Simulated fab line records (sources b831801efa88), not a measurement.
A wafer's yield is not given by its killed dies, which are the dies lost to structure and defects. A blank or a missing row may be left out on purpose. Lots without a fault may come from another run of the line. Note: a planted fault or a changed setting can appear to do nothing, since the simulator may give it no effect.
Chamber matching ; flow gf180mcu ; GF_CONTACT_CMP_04 on cmp-01 has 4 sister chambers
The step polishes SiO2. 14 wafers are shown with their chamber, then 7 later ones without.

== WAFERS, EACH WITH ITS CHAMBER ==
wafer;chamber;motor current A (A);time to endpoint s (s)
L574.1;1;11.6;104
L574.2;2;12.8;106
L574.4;3;11.4;122
L577.2;3;11.3;123
L577.3;0;10.9;111
L577.6;0;10.7;115
L578.1;0;11.2;109
L578.2;3;11.8;114
L578.5;2;12.8;110
L590.1;0;11.0;119
L590.2;2;12.3;115
L590.6;2;13.1;121
L592.1;1;11.4;110
L592.3;2;12.7;115

SIGNATURES (averages over the wafers above)
reading;chamber 0;chamber 1;chamber 2;chamber 3;scatter within a chamber
motor current A;10.950;11.500;12.740;11.500;0.249
time to endpoint s;113.50;107.00;113.40;119.67;5.05
Rule: for a wafer and a chamber, the distance is found by dividing, reading by reading, the gap between the wafer's reading and the chamber's mean by the reading's scatter, squaring, summing and taking the root. The wafer belongs to the nearest chamber; if the next one is less than 2 further off, it can't be placed. How the scatter is found: for the shown wafers, subtract from each reading the mean of its chamber, square and add these, divide the total by (wafers less chambers), then take the root.

== WAFERS MISSING THEIR CHAMBER ==
wafer;motor current A (A);time to endpoint s (s)
L592.6;13.4;122
L595.2;13.9;113
L595.5;10.8;122
L595.6;11.9;115
L596.1;11.2;113
L596.3;11.8;114
L596.4;13.2;119

== THE CHAMBER EACH PASSED THROUGH ==
wafer;from the rows above;in truth
L592.6;2;2
L595.2;2;2
L595.5;can't be placed: 0 or 3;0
L595.6;can't be placed: 3 or 1 or 2 or 0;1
L596.1;can't be placed: 0 or 1 or 3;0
L596.3;can't be placed: 3 or 1 or 0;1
L596.4;2;2
Correct placement for 3 of the 7. These rows do not allow placing 4 (true chamber among the candidates in 4). Number placed wrongly: 0.
